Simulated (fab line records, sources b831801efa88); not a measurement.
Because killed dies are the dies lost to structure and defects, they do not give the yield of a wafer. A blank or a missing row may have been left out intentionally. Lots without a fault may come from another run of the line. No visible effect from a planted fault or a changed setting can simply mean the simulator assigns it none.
Which tool is to blame? | flow gf180mcu | 24 lots with 72 wafers sampled at 6 steps, on a route of 602 steps

## WHAT EACH GAUGE READ, for each wafer
GF_V1_OVL_MEAS_15. Usual: V1_OVL -3 nm, standard deviation 5.8.
lot  | measured     | on         | V1_OVL (nm) | flag
L074 | day 18 00:11 | overlay-02 | -7 -5 -12   |
L075 | day 18 05:21 | overlay-02 | 9 5 6       |
L076 | day 18 14:16 | overlay-02 | 4 -2 -1     |
L077 | day 18 20:58 | overlay-01 | -9 -7 0     |
L078 | day 19 11:28 | overlay-02 | -6 -9 -4    |
L079 | day 19 18:55 | overlay-01 | 1 -8 -7     |
L080 | day 20 07:01 | overlay-02 | -9 -8 -11   |
L081 | day 20 23:43 | overlay-01 | -7 -13 -10  |
L082 | day 21 00:32 | overlay-02 | -9 -15 -11  |
L083 | day 21 16:13 | overlay-01 | -3 -5 -6    |
L084 | day 21 23:16 | overlay-01 | 3 2 0       |
L085 | day 22 08:19 | overlay-02 | -5 -5 -5    |
L086 | day 22 17:52 | overlay-01 | -10 -4 -11  |
L087 | day 22 20:08 | overlay-01 | 2 1 0       |
L088 | day 23 05:12 | overlay-02 | -4 -1 -4    |
L089 | day 23 14:12 | overlay-01 | 5 -2 2      |
L090 | day 23 22:39 | overlay-02 | 6 3 7       |
L091 | day 24 04:55 | overlay-01 | -2 -1 4     |
L092 | day 24 08:04 | overlay-02 | -9 -10 -11  |
L093 | day 25 00:25 | overlay-02 | 5 1 3       |
L094 | day 25 06:07 | overlay-01 | -4 -5 -2    |
L095 | day 25 19:54 | overlay-01 | -2 -16 -5   |
L096 | day 26 05:30 | overlay-02 | 3 -12 -2    |
L097 | day 26 07:15 | overlay-01 | 0 1 3       |

GF_V2_THK_MEAS_03. Usual: V2_CVD_02_THK 846 nm, standard deviation 12.
lot  | measured     | on            | V2_CVD_02_THK (nm) | flag
L074 | day 19 02:07 | film_metro-01 | 844 871 855        |
L075 | day 19 07:34 | film_metro-01 | 861 843 861        |
L076 | day 19 17:40 | film_metro-01 | 851 847 844        |
L077 | day 20 00:19 | film_metro-01 | 830 862 847        |
L078 | day 20 14:28 | film_metro-01 | 833 846 851        |
L079 | day 20 22:25 | film_metro-03 | 841 834 871        |
L080 | day 21 10:23 | film_metro-04 | 845 832 853        |
L081 | day 22 02:22 | film_metro-01 | 839 848 855        |
L082 | day 22 03:01 | film_metro-03 | 833 828 853        |
L083 | day 22 18:02 | film_metro-04 | 843 853 856        |
L084 | day 23 01:06 | film_metro-03 | 833 856 850        |
L085 | day 23 09:54 | film_metro-03 | 853 865 851        |
L086 | day 23 19:34 | film_metro-03 | 842 854 838        |
L087 | day 23 21:43 | film_metro-04 | 837 837 853        |
L088 | day 24 06:47 | film_metro-04 | 855 855 868        |
L089 | day 24 14:37 | film_metro-03 | 854 845 853        |
L090 | day 24 23:31 | film_metro-03 | 843 846 858        |
L091 | day 25 05:17 | film_metro-03 | 845 864 863        |
L092 | day 25 08:26 | film_metro-04 | 847 842 854        |
L093 | day 25 23:55 | film_metro-03 | 836 855 851        |
L094 | day 26 05:31 | film_metro-04 | 821 846 847        |
L095 | day 26 18:43 | film_metro-01 | 827 860 854        |
L096 | day 27 04:36 | film_metro-01 | 849 837 856        |
L097 | day 27 05:55 | film_metro-04 | 836 819 849        |

GF_V2_CD_MEAS_14: target cd 260 nm. Usual: cd_nm at 259.6 nm, with a standard deviation of 1.3.
lot  | measured     | on        | cd_nm (nm)        | flag
L074 | day 20 02:45 | cd_sem-02 | 259.8 260.7 261.1 |
L075 | day 20 08:05 | cd_sem-02 | 258.7 256.8 257.0 |
L076 | day 20 17:59 | cd_sem-02 | 262.4 261.8 261.4 |
L077 | day 21 00:29 | cd_sem-02 | 258.8 258.2 258.3 |
L078 | day 21 14:37 | cd_sem-02 | 258.3 259.9 260.3 |
L079 | day 21 22:10 | cd_sem-02 | 258.2 259.0 258.4 |
L080 | day 22 10:19 | cd_sem-02 | 259.8 260.1 260.2 |
L081 | day 23 01:47 | cd_sem-01 | 261.8 259.7 262.2 |
L082 | day 23 02:45 | cd_sem-02 | 258.9 259.9 260.5 |
L083 | day 23 17:25 | cd_sem-02 | 258.5 260.0 259.7 |
L084 | day 24 00:12 | cd_sem-01 | 257.8 259.1 257.7 |
L085 | day 24 08:41 | cd_sem-02 | 258.4 258.9 259.4 |
L086 | day 24 18:19 | cd_sem-01 | 261.0 260.2 261.3 |
L087 | day 24 19:30 | cd_sem-01 | 257.6 258.6 257.4 |
L088 | day 25 05:11 | cd_sem-02 | 259.5 258.0 258.4 |
L089 | day 25 12:21 | cd_sem-01 | 258.8 260.4 260.0 |
L090 | day 25 20:43 | cd_sem-02 | 260.6 259.8 261.3 |
L091 | day 26 03:23 | cd_sem-02 | 258.3 257.4 259.7 |
L092 | day 26 05:49 | cd_sem-02 | 260.6 260.5 261.2 |
L093 | day 26 21:34 | cd_sem-02 | 258.6 259.2 259.2 |
L094 | day 27 02:07 | cd_sem-02 | 262.3 261.7 261.2 |
L095 | day 27 15:15 | cd_sem-02 | 260.5 260.6 260.4 |
L096 | day 28 00:39 | cd_sem-01 | 261.5 260.2 259.4 |
L097 | day 28 02:02 | cd_sem-02 | 258.6 259.4 259.3 |

GF_M3_THK_MEAS_06: measures by xrf. Usual: M3_ALCU_THK 449 nm, standard deviation 6.6.
lot  | measured     | on            | M3_ALCU_THK (nm) | flag
L074 | day 20 04:35 | film_metro-03 | 441 442 442      |
L075 | day 20 10:16 | film_metro-02 | 450 444 447      |
L076 | day 20 20:14 | film_metro-02 | 449 442 451      |
L077 | day 21 02:44 | film_metro-03 | 445 436 444      |
L078 | day 21 16:27 | film_metro-03 | 450 448 450      |
L079 | day 22 00:02 | film_metro-02 | 456 451 445      |
L080 | day 22 12:25 | film_metro-03 | 460 457 457      |
L081 | day 23 03:37 | film_metro-03 | 449 454 457      |
L082 | day 23 04:35 | film_metro-03 | 458 455 449      |
L083 | day 23 19:16 | film_metro-03 | 438 435 439      |
L084 | day 24 02:03 | film_metro-02 | 445 448 447      |
L085 | day 24 10:32 | film_metro-02 | 456 455 457      |
L086 | day 24 20:16 | film_metro-02 | 445 452 445      |
L087 | day 24 21:21 | film_metro-02 | 450 449 447      |
L088 | day 25 07:01 | film_metro-02 | 441 441 443      |
L089 | day 25 14:12 | film_metro-02 | 447 443 450      |
L090 | day 25 22:34 | film_metro-01 | 439 439 443      |
L091 | day 26 05:19 | film_metro-01 | 455 452 453      |
L092 | day 26 07:39 | film_metro-03 | 457 463 457      |
L093 | day 26 23:24 | film_metro-01 | 459 455 457      |
L094 | day 27 03:57 | film_metro-01 | 455 446 453      |
L095 | day 27 17:06 | film_metro-01 | 453 451 456      |
L096 | day 28 02:30 | film_metro-02 | 447 444 447      |
L097 | day 28 03:53 | film_metro-03 | 447 443 445      |

## TOOL THAT RAN EACH LOT (tool first, then ch and the chambers of the sampled wafers, then the start)
lot  | GF_M1_SPUTTER_00             | GF_V1_STRIP_18
L074 | pvd_sputter-02, day 16 01:50 | plasma_asher-03 ch 0,1, day 18 00:21
L075 | pvd_sputter-03, day 16 07:20 | plasma_asher-02 ch 0,1, day 18 05:32
L076 | pvd_sputter-04, day 16 15:20 | plasma_asher-03 ch 0,1, day 18 14:25
L077 | pvd_sputter-03, day 16 21:23 | plasma_asher-04 ch 0,1, day 18 21:07
L078 | pvd_sputter-04, day 17 10:53 | plasma_asher-03 ch 0,1, day 19 11:37
L079 | pvd_sputter-02, day 17 17:38 | plasma_asher-02 ch 0,1, day 19 19:04
L080 | pvd_sputter-04, day 18 05:05 | plasma_asher-02 ch 1, day 20 07:10
L081 | pvd_sputter-02, day 18 21:23 | plasma_asher-04 ch 0,1, day 20 23:54
L082 | pvd_sputter-04, day 18 22:39 | plasma_asher-02 ch 0,1, day 21 00:42
L083 | pvd_sputter-03, day 19 14:02 | plasma_asher-02 ch 0,1, day 21 16:22
L084 | pvd_sputter-04, day 19 20:47 | plasma_asher-03 ch 0,1, day 21 23:25
L085 | pvd_sputter-02, day 20 07:07 | plasma_asher-02 ch 0,1, day 22 08:28
L086 | pvd_sputter-02, day 20 16:49 | plasma_asher-04 ch 0,1, day 22 18:03
L087 | pvd_sputter-02, day 20 19:02 | plasma_asher-03 ch 0,1, day 22 20:18
L088 | pvd_sputter-03, day 21 05:47 | plasma_asher-02 ch 0,1, day 23 05:23
L089 | pvd_sputter-04, day 21 14:23 | plasma_asher-04 ch 0,1, day 23 14:22
L090 | pvd_sputter-02, day 21 22:07 | plasma_asher-02 ch 0,1, day 23 22:49
L091 | pvd_sputter-04, day 22 05:17 | plasma_asher-02 ch 0,1, day 24 05:06
L092 | pvd_sputter-03, day 22 08:48 | plasma_asher-03 ch 1, day 24 08:13
L093 | pvd_sputter-02, day 23 02:03 | plasma_asher-04 ch 0,1, day 25 00:36
L094 | pvd_sputter-02, day 23 08:35 | plasma_asher-03 ch 0,1, day 25 06:18
L095 | pvd_sputter-03, day 23 22:59 | plasma_asher-04 ch 0,1, day 25 20:04
L096 | pvd_sputter-03, day 24 09:35 | plasma_asher-02 ch 0,1, day 26 05:40
L097 | pvd_sputter-02, day 24 11:17 | plasma_asher-03 ch 0,1, day 26 07:25
- GF_M1_SPUTTER_00: material Ti, target thk 37.5 nm, time 150 s.
- GF_V1_STRIP_18: strips in O2/N2.

## AS READ BY THE TOOLS THEMSELVES (means over the sampled wafers that have a number; for cases with no such wafer, the mark the record gives instead)
GF_M1_SPUTTER_00. Usual: throttle_valve_pct at 30.1 %, with a standard deviation of 0.96.
lot  | tool           | throttle_valve_pct (%) | flag
L074 | pvd_sputter-02 | 30.5                   |
L075 | pvd_sputter-03 | 29.7                   |
L076 | pvd_sputter-04 | 30.0                   |
L077 | pvd_sputter-03 | 28.7                   |
L078 | pvd_sputter-04 | 29.9                   |
L079 | pvd_sputter-02 | 30.3                   |
L080 | pvd_sputter-04 | 29.5                   |
L081 | pvd_sputter-02 | 30.4                   |
L082 | pvd_sputter-04 | 29.5                   |
L083 | pvd_sputter-03 | 29.8                   |
L084 | pvd_sputter-04 | 29.4                   |
L085 | pvd_sputter-02 | 30.2                   |
L086 | pvd_sputter-02 | 30.4                   |
L087 | pvd_sputter-02 | 30.7                   |
L088 | pvd_sputter-03 | 30.8                   |
L089 | pvd_sputter-04 | 29.5                   |
L090 | pvd_sputter-02 | 30.4                   |
L091 | pvd_sputter-04 | 29.4                   |
L092 | pvd_sputter-03 | 29.8                   |
L093 | pvd_sputter-02 | 30.4                   |
L094 | pvd_sputter-02 | 30.6                   |
L095 | pvd_sputter-03 | 29.8                   |
L096 | pvd_sputter-03 | 29.8                   |
L097 | pvd_sputter-02 | 30.5                   |

GF_V1_STRIP_18. Usual: drypump_motor_current_A 5.6 A, standard deviation 0.32; heater_power_w 323 W, standard deviation 20; oes_product_au 0.592 a.u., standard deviation 0.0047.
lot  | tool            | drypump_motor_current_A (A) | heater_power_w (W) | oes_product_au (a.u.) | flag
L074 | plasma_asher-03 | 5.3                         | 346                | 0.593                 |
L075 | plasma_asher-02 | 5.7                         | 316                | 0.592                 |
L076 | plasma_asher-03 | 5.3                         | 335                | 0.592                 |
L077 | plasma_asher-04 | 5.7                         | 295                | 0.593                 |
L078 | plasma_asher-03 | 5.3                         | 341                | 0.588                 |
L079 | plasma_asher-02 | 5.8                         | 325                | 0.593                 |
L080 | plasma_asher-02 | 6.0                         | 318                | 0.590                 |
L081 | plasma_asher-04 | 6.0                         | 299                | 0.591                 |
L082 | plasma_asher-02 | 5.7                         | 320                | 0.591                 |
L083 | plasma_asher-02 | 5.6                         | 323                | 0.591                 |
L084 | plasma_asher-03 | 5.3                         | 346                | 0.599                 |
L085 | plasma_asher-02 | 5.8                         | 323                | 0.591                 |
L086 | plasma_asher-04 | 5.7                         | 300                | 0.595                 |
L087 | plasma_asher-03 | 5.3                         | 343                | 0.590                 |
L088 | plasma_asher-02 | 5.8                         | 327                | 0.593                 |
L089 | plasma_asher-04 | 5.9                         | 298                | 0.592                 |
L090 | plasma_asher-02 | 5.6                         | 334                | 0.588                 |
L091 | plasma_asher-02 | 5.6                         | 323                | 0.593                 |
L092 | plasma_asher-03 | 5.2                         | 327                | 0.593                 |
L093 | plasma_asher-04 | 5.9                         | 295                | 0.590                 |
L094 | plasma_asher-03 | 5.3                         | 349                | 0.593                 |
L095 | plasma_asher-04 | 5.7                         | 299                | 0.593                 |
L096 | plasma_asher-02 | 5.6                         | 325                | 0.595                 |
L097 | plasma_asher-03 | 5.3                         | 335                | 0.588                 |

## THE ANSWER, worked out from the rows above alone
Rule: lot off if the mean of its wafers having a number is beyond 3 standard deviations from the usual mean. A lot without any number at a reading at which 4 lots or more have one is off too. Where the step has rows for the other lots, those lots are counted as sound. The gauges are gone through in route order, then the tools' own readings, and for those a lot's mean is taken as printed above. At the first step where some lot is off, the reading lying furthest off is the one used; lots without a number count as furthest.
None of the lots is off at any reading shown; this tells nothing.

## WHAT WAS PUT IN BY THE SIMULATOR
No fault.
